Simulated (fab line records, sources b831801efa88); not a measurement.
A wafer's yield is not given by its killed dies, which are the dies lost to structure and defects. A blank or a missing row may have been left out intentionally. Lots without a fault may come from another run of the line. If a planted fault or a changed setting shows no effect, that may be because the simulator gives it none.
Split-lot study + flow sky130 + 5 lots, 23 wafers read, on a route of 708 steps

THE SPLIT
At SKY_VT_ADJUST_HVTR_COAT_02 (resist thk 1140 nm), the setting resist-thk-nm was moved away from the recipe's 1140 nm on 9 of the 23 wafers read, by -4.3% to +5.9%. All remaining wafers had this setting at the recipe value.

The reading is taken at the split's own step.

THE READING
NOVOLAK_of_VT_ADJUST_HVTR_COAT_02.thk-nm (the simulator's own value, which no gauge read), in nm, at SKY_VT_ADJUST_HVTR_COAT_02 (resist thk 1140 nm). The file does not state a usual value for it. The 14 wafers here that ran the recipe average 1138 nm, standard deviation 2.4 nm.

| wafer  | tool, chamber at the split | resist-thk-nm as run, nm | against the recipe | NOVOLAK_of_VT_ADJUST_HVTR_COAT_02.thk-nm, nm | against lot-mates on the recipe |
|--------|----------------------------|--------------------------|--------------------|----------------------------------------------|---------------------------------|
| L075.1 | litho-track-04, 0          | 1104                     | -3.2%              | 1105                                         | -34                             |
| L075.2 | litho-track-04, 0          | 1104                     | -3.2%              | 1105                                         | -34                             |
| L075.3 | litho-track-04, 0          | 1104                     | -3.2%              | 1102                                         | -36                             |
| L075.4 | litho-track-04, 0          | 1140                     | recipe             | 1138                                         | -                               |
| L075.6 | litho-track-04, 0          | 1140                     | recipe             | 1139                                         | -                               |
| L078.1 | litho-track-03, 0          | 1140                     | recipe             | 1135                                         | -                               |
| L078.3 | litho-track-03, 0          | 1140                     | recipe             | 1135                                         | -                               |
| L078.2 | litho-track-03, 0          | 1091                     | -4.3%              | 1088                                         | -49                             |
| L078.4 | litho-track-03, 0          | 1140                     | recipe             | 1140                                         | -                               |
| L078.6 | litho-track-03, 0          | 1091                     | -4.3%              | 1089                                         | -48                             |
| L079.2 | litho-track-03, 0          | 1140                     | recipe             | 1136                                         | -                               |
| L079.6 | litho-track-03, 0          | 1140                     | recipe             | 1136                                         | -                               |
| L079.3 | litho-track-03, 0          | 1140                     | recipe             | 1134                                         | -                               |
| L079.4 | litho-track-03, 0          | 1195                     | +4.8%              | 1192                                         | +57                             |
| L079.5 | litho-track-03, 0          | 1195                     | +4.8%              | 1195                                         | +60                             |
| L080.1 | litho-track-04, 0          | 1140                     | recipe             | 1139                                         | -                               |
| L080.5 | litho-track-04, 0          | 1140                     | recipe             | 1141                                         | -                               |
| L080.6 | litho-track-04, 0          | 1140                     | recipe             | 1142                                         | -                               |
| L081.1 | litho-track-03, 0          | 1207                     | +5.9%              | 1202                                         | +65                             |
| L081.2 | litho-track-03, 0          | 1140                     | recipe             | 1136                                         | -                               |
| L081.6 | litho-track-03, 0          | 1140                     | recipe             | 1136                                         | -                               |
| L081.4 | litho-track-03, 0          | 1140                     | recipe             | 1140                                         | -                               |
| L081.5 | litho-track-03, 0          | 1207                     | +5.9%              | 1203                                         | +66                             |

FIT RESULTS
A straight line over all 23 wafers: NOVOLAK_of_VT_ADJUST_HVTR_COAT_02.thk-nm changes by +11.2 nm for each +1% of resist-thk-nm; r = +1.00; the points scatter about the line by 2.3 nm.
The same after taking each lot's own level away (the mean of its wafers on the recipe; 23 wafers): +11.3 nm for each +1%; r = +1.00; scatter 1.9 nm.
On that fit, the largest move of resist-thk-nm shifts the reading by 67 nm.
Measured against the standard deviation above, the lots' own levels, which go from 1135.3 to 1140.7 nm, span 2.2 times it.
The two slopes are in agreement: the lot-to-lot level therefore moves the slope only a little.
Check: with one of the wafers moved furthest among these (+5.9%) left out of the fit, the line predicts +67.6 nm for it against its lot-mates. It came out at +64.7 nm against them.

THE OTHER SPLITS THESE WAFERS WENT THROUGH
Before the reading, these wafers also passed through other splits. Each is held against what the fit with the lots' levels taken away leaves over:
| other split on the same wafers           | wafers away from the commonest value | r with NOVOLAK_of_VT_ADJUST_HVTR_COAT_02.thk-nm (lot level and that fit taken away) |
|------------------------------------------|--------------------------------------|-------------------------------------------------------------------------------------|
| SKY_FIELD_ISO_OXIDATION_01 temp-c        | 18                                   | -0.11                                                                               |
| SKY_FIELD_ISO_ETCH_14 time-s             | 11                                   | -0.03                                                                               |
| SKY_PWDE_IMPLANT_08 energy-kev           | 9                                    | -0.02                                                                               |
| SKY_NWELL_COAT_05 resist-thk-nm          | 9                                    | +0.22                                                                               |
| SKY_NWELL_IMPLANT_11 energy-kev          | 7                                    | -0.02                                                                               |
| SKY_NWELL_IMPLANT_24 dose-cm2            | 8                                    | +0.18                                                                               |
| SKY_VT_ADJUST_HVTP_IMPLANT_09 energy-kev | 6                                    | -0.05                                                                               |
| SKY_VT_ADJUST_NCORE_COAT_02 spin-rpm     | 9                                    | -0.49                                                                               |

THE WHOLE CHAIN: every reading that the file lists as answering this split, in the file's order
| step                          | what it does       | reading                                                                                   | change (the file's fit)                                                                               | r (the file's) |
|-------------------------------|--------------------|-------------------------------------------------------------------------------------------|-------------------------------------------------------------------------------------------------------|----------------|
| SKY_VT_ADJUST_HVTR_COAT_02    | resist thk 1140 nm | NOVOLAK_of_VT_ADJUST_HVTR_COAT_02.thk-nm (the simulator's own value, which no gauge read) | +11.3 nm for each +1% of the setting                                                                  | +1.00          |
| SKY_VT_ADJUST_HVTR_STRIP_10   | strips in O2/N2    | strip-time-to-endpoint-s                                                                  | withheld for each +1% of the setting                                                                  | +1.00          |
| SKY_VT_ADJUST_HVTR_CD_MEAS_07 | target cd 380 nm   | cd-nm                                                                                     | -1.29 nm for each +1% of the setting, in a fit together with develop-time-s@VT_ADJUST_HVTR_DEVELOP_06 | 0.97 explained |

FILE'S OWN FIT
NOVOLAK_of_VT_ADJUST_HVTR_COAT_02.thk-nm changes by +11.3 nm for each +1% of resist-thk-nm, r = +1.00.
